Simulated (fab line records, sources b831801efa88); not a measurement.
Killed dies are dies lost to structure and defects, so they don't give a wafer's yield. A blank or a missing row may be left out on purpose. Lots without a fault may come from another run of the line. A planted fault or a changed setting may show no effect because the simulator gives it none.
Which tool did it? | flow gf180mcu | 12 lots, 36 wafers sampled, at 2 steps of a route of 602

WHAT THE GAUGES READ, wafer by wafer
GF_M3_RS_MEAS_05: measures by four-point-probe.
lot  | measured     | on            | M3_ALCU_RS (ohm/sq)
L447 | day 20 17:41 | film_metro-04 | 0.0701 0.0698 0.0704
L448 | day 21 06:35 | film_metro-01 | 0.0682 0.0684 0.0696
L450 | day 21 23:32 | film_metro-03 | 0.0703 0.0694 0.0694
L451 | day 22 05:37 | film_metro-04 | 0.0700 0.0695 0.0690
L460 | day 25 14:49 | film_metro-03 | 0.0681 0.0690 0.0687
L463 | day 26 08:00 | film_metro-04 | 0.0700 0.0698 0.0696
L464 | day 26 14:56 | film_metro-01 | 0.0694 0.0700 0.0690
L465 | day 26 21:14 | film_metro-01 | 0.0691 0.0696 0.0692
L466 | day 27 08:08 | film_metro-04 | 0.0687 0.0683 0.0696
L467 | day 27 12:15 | film_metro-03 | 0.0688 0.0682 0.0687
L468 | day 27 18:55 | film_metro-04 | 0.0696 0.0697 0.0694
L469 | day 28 03:02 | film_metro-03 | 0.0701 0.0701 0.0698

GF_V3_THK_MEAS_01.
lot  | measured     | on            | V3_CVD_00_THK (nm)
L447 | day 21 18:17 | film_metro-04 | 586 591 577
L448 | day 22 07:36 | film_metro-04 | 569 583 592
L450 | day 22 23:35 | film_metro-01 | 575 577 574
L451 | day 23 05:01 | film_metro-04 | 577 577 577
L460 | day 26 12:42 | film_metro-02 | 576 587 577
L463 | day 27 05:26 | film_metro-04 | 582 577 577
L464 | day 27 12:34 | film_metro-02 | 582 573 571
L465 | day 27 18:20 | film_metro-01 | 588 590 586
L466 | day 28 04:19 | film_metro-01 | 580 577 580
L467 | day 28 09:03 | film_metro-04 | 579 577 576
L468 | day 28 15:16 | film_metro-04 | 593 589 595
L469 | day 28 22:59 | film_metro-01 | 574 581 581

WHICH TOOL RAN EACH LOT (tool, then ch and the chambers of the sampled wafers, then the start)
The record holds no process step before these readings.

WHAT THE TOOLS THEMSELVES READ (means of the sampled wafers that have a number; where no wafer has one, the mark that the record gives instead)
The record holds no such reading with a usual standard deviation.

THE ANSWER, worked out from the rows above alone
Rule: what is usual is taken from the lots themselves. Put in order of their means at a reading, lots are off if they are a third of the lots or fewer, leave a main group of 4 or more, and stand apart from it by a gap of 3 or more times the standard deviation of the main group's means; of several such gaps the widest counts. A main group whose means are all the same, to the digits that the tables above print for the reading, isn't used. A lot without any number at a reading at which 4 lots or more have one is off too. The other lots that the step has rows for count as sound. The gauges are gone through in route order, then the tools' own readings, and for those a lot's mean is taken as printed above. The first step at which some lot is off is used, and at that step the reading that is off furthest; a lot without a number counts as furthest.
No lot is off at any reading shown: from this, nothing can be told.

WHAT THE SIMULATOR HAD PUT IN
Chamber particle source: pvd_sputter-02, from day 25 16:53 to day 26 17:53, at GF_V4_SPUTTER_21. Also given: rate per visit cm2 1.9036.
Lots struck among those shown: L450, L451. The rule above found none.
